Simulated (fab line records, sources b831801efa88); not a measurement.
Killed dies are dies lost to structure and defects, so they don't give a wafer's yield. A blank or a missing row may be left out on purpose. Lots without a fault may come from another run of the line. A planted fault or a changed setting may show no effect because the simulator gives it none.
Chamber matching | flow gf180mcu | GF_V4_CMP_26 on cmp-01: 4 sister chambers
The step polishes, stops on SiO2, t overpolish 15 s, target thk 0 nm. 4 wafers are shown with their chamber, then 7 later ones without.

WAFERS WITH THEIR CHAMBER
wafer  | chamber | motor_current_A (A)
L483.1 | 2       | 11.9
L483.6 | 3       | 9.9
L484.1 | 1       | 11.0
L484.3 | 0       | 12.3

WAFERS WITHOUT THEIR CHAMBER
wafer  | motor_current_A (A)
L484.5 | 12.3
L486.1 | 11.6
L486.4 | 12.0
L486.6 | 11.7
L487.1 | 11.9
L487.4 | 10.4
L487.5 | 9.3

WHICH CHAMBER EACH WENT THROUGH
wafer  | from the rows above          | in truth
L484.5 | can't be placed: 0 or 2      | 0
L486.1 | can't be placed: 2 or 1 or 0 | 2
L486.4 | can't be placed: 2 or 0      | 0
L486.6 | can't be placed: 2 or 0 or 1 | 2
L487.1 | can't be placed: 2 or 0      | 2
L487.4 | can't be placed: 3 or 1      | 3
L487.5 | 3                            | 3
Placed correctly: 1 of 7. Can't be placed from these rows: 6 (the true chamber is among the candidates in 6). Placed wrongly: 0.
How it was worked out, from the rows above alone: a wafer's distance from a chamber is the root of the sum, over the readings, of the square of ((its reading less the chamber's mean) divided by the reading's scatter). The wafer belongs to the nearest chamber; if the next one is less than 2 further off, it can't be placed. A chamber's mean is the mean of its shown wafers. The scatter: with one shown wafer a chamber, the root of the mean of the squares of how far each hidden wafer lies from its nearest shown one.
